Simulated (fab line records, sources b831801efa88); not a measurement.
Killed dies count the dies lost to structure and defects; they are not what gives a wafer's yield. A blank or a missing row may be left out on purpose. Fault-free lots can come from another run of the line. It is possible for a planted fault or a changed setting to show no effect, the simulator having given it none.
The tool behind it: which one? + flow sky130 + 13 lots with 39 wafers sampled at 4 steps, on a route of 708 steps

WHAT EACH GAUGE READ, for each wafer
SKY_FIELD_ISO_BOW_MEAS_00.
| lot  | measured    | on            | INCOMING_BOW (um) |
|------|-------------|---------------|-------------------|
| L736 | day 1 10:02 | film_metro-01 | -3 -3 3           |
| L738 | day 1 20:04 | film_metro-01 | -1 -12 4          |
| L741 | day 2 11:00 | film_metro-01 | 2 -3 5            |
| L742 | day 2 16:01 | film_metro-04 | 0 9 -2            |
| L743 | day 2 21:00 | film_metro-03 | 3 10 4            |
| L744 | day 3 02:00 | film_metro-03 | -4 -8 -6          |
| L745 | day 3 07:01 | film_metro-01 | -3 -3 -2          |
| L750 | day 4 08:00 | film_metro-01 | -7 5 0            |
| L752 | day 4 18:00 | film_metro-04 | 5 4 6             |
| L754 | day 5 04:00 | film_metro-03 | -1 -6 -7          |
| L755 | day 5 09:01 | film_metro-03 | -7 -4 4           |
| L757 | day 5 19:01 | film_metro-01 | 11 0 2            |
| L759 | day 6 05:00 | film_metro-03 | 2 -7 1            |

SKY_FIELD_ISO_THK_MEAS_02.
| lot  | measured    | on            | FIELD_ISO_OXIDATION_00_THK (nm) |
|------|-------------|---------------|---------------------------------|
| L736 | day 1 11:39 | film_metro-03 | 11.86 11.80 11.71               |
| L738 | day 1 21:40 | film_metro-04 | 12.18 12.18 12.07               |
| L741 | day 2 15:35 | film_metro-03 | 12.20 12.12 11.98               |
| L742 | day 3 01:22 | film_metro-01 | 12.10 12.11 12.45               |
| L743 | day 3 01:22 | film_metro-03 | 12.51 12.35 12.12               |
| L744 | day 3 08:07 | film_metro-04 | 12.07 12.14 12.00               |
| L745 | day 3 10:53 | film_metro-03 | 11.66 11.90 11.96               |
| L750 | day 4 11:01 | film_metro-04 | 12.16 11.96 12.23               |
| L752 | day 4 20:29 | film_metro-04 | 12.28 11.99 12.18               |
| L754 | day 5 05:59 | film_metro-01 | 12.31 12.21 12.46               |
| L755 | day 5 10:38 | film_metro-03 | 11.69 11.76 11.59               |
| L757 | day 5 21:19 | film_metro-01 | 11.70 11.53 11.60               |
| L759 | day 6 07:33 | film_metro-01 | 11.63 11.76 11.57               |

SKY_PWDE_OVL_MEAS_07.
| lot  | measured    | on         | PWDE_OVL (nm)  |
|------|-------------|------------|----------------|
| L736 | day 4 13:38 | overlay-01 | -0.2 0.0 0.1   |
| L738 | day 4 21:24 | overlay-02 | -1.8 -0.7 -1.8 |
| L741 | day 5 04:05 | overlay-01 | -1.2 -0.4 -0.4 |
| L742 | day 5 12:56 | overlay-01 | 2.7 1.4 2.0    |
| L743 | day 5 13:17 | overlay-01 | -1.5 -1.5 -0.1 |
| L744 | day 5 23:50 | overlay-02 | 0.0 -0.3 -0.2  |
| L745 | day 6 04:50 | overlay-02 | -0.5 -0.7 -2.2 |
| L750 | day 7 02:17 | overlay-01 | 0.8 -1.5 -3.4  |
| L752 | day 7 17:00 | overlay-01 | 1.2 -0.1 0.9   |
| L754 | day 7 23:57 | overlay-01 | -1.3 -1.2 -1.4 |
| L755 | day 8 08:31 | overlay-01 | 2.2 1.7 1.5    |
| L757 | day 8 22:38 | overlay-01 | -3.3 -2.5 -2.3 |
| L759 | day 9 07:13 | overlay-01 | 0.6 0.1 0.4    |

TOOL THAT RAN EACH LOT (tool first, then ch and the chambers of the sampled wafers, then the start)
| lot  | SKY_FIELD_ISO_ETCH_17           |
|------|---------------------------------|
| L736 | rie_si-02 ch 1,3, day 2 04:13   |
| L738 | rie_si-01 ch 0,3, day 2 14:19   |
| L741 | rie_si-02 ch 1,2, day 3 09:20   |
| L742 | rie_si-01 ch 1,2, day 3 18:55   |
| L743 | rie_si-02 ch 0,2, day 3 19:01   |
| L744 | rie_si-02 ch 1,2, day 4 03:27   |
| L745 | rie_si-01 ch 2,3, day 4 06:19   |
| L750 | rie_si-01 ch 1,2, day 5 06:54   |
| L752 | rie_si-02 ch 0,1,2, day 5 18:16 |
| L754 | rie_si-02 ch 0,1,2, day 6 02:19 |
| L755 | rie_si-01 ch 0,2,3, day 6 08:03 |
| L757 | rie_si-01 ch 0,3, day 6 21:39   |
| L759 | rie_si-01 ch 0,1,3, day 7 06:04 |
- SKY_FIELD_ISO_ETCH_17: etches Si in HBr/Cl2/O2, target depth 342 nm, time 97.7 s.

AS READ BY THE TOOLS THEMSELVES (means over the sampled wafers that have a number; for cases with no such wafer, the mark the record gives instead)
SKY_FIELD_ISO_ETCH_17.
| lot  | tool      | drypump_motor_current_A (A) | oes_product_au (a.u.) | run_length_s (s) | throttle_valve_pct (%) |
|------|-----------|-----------------------------|-----------------------|------------------|------------------------|
| L736 | rie_si-02 | 5.2                         | 1.004                 | 126.0            | 25.638                 |
| L738 | rie_si-01 | 6.0                         | 0.989                 | 126.2            | 25.664                 |
| L741 | rie_si-02 | 5.4                         | 1.012                 | 125.8            | 25.654                 |
| L742 | rie_si-01 | 5.9                         | 0.997                 | 126.2            | 25.659                 |
| L743 | rie_si-02 | 5.6                         | 1.000                 | 125.7            | 25.652                 |
| L744 | rie_si-02 | 5.4                         | 1.015                 | 125.4            | 25.647                 |
| L745 | rie_si-01 | 6.5                         | 0.989                 | 126.5            | 25.667                 |
| L750 | rie_si-01 | 5.9                         | 1.000                 | 126.0            | 25.666                 |
| L752 | rie_si-02 | 5.4                         | 1.012                 | 122.7            | 25.660                 |
| L754 | rie_si-02 | 5.4                         | 0.996                 | 122.6            | 25.661                 |
| L755 | rie_si-01 | 6.2                         | 0.996                 | 126.4            | 25.657                 |
| L757 | rie_si-01 | 6.0                         | 0.992                 | 125.8            | 25.664                 |
| L759 | rie_si-01 | 5.8                         | 0.979                 | 125.9            | 25.668                 |

THE ANSWER, worked out from the rows above alone
Rule: the lots themselves supply what counts as usual. Put in order of their means at a reading, lots are off if they are a third of the lots or fewer, leave a main group of 4 or more, and stand apart from it by a gap of 3 or more times the standard deviation of the main group's means; of several such gaps the widest counts. A main group whose means are all the same, to the digits that the tables above print for the reading, isn't used. A lot without any number at a reading at which 4 lots or more have one is off too. The other lots that the step has rows for count as sound. First the gauges in route order, then the tools' own readings, where a lot's mean is used as printed above. The first step at which some lot is off is used, and at that step the reading that is off furthest; a lot without a number counts as furthest.
Off: L752, L754 (SKY_FIELD_ISO_ETCH_17, run_length_s). Main group: mean 126.0 s, sd 0.31.
If a tool, at that step or one of the process steps before it, ran each lot that is off and ran no sound lot following the first of them, it fits. One fits: SKY_FIELD_ISO_ETCH_17 on rie_si-02. A fault onset in the window from L744 (day 4 03:27, its last sound lot) to L752 (day 5 18:16, its first lot off) fits.
On the lots that are off, the tool's own readings at SKY_FIELD_ISO_ETCH_17 differ by more than 5 times the standard deviation of the sound lots' means, which bears it out; run_length_s reads 122.7 s there versus 126.0 s on the sound lots.

WHAT THE SIMULATOR HAD PUT IN
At SKY_FIELD_ISO_ETCH_17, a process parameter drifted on rie_si-02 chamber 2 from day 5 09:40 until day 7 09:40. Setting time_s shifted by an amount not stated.
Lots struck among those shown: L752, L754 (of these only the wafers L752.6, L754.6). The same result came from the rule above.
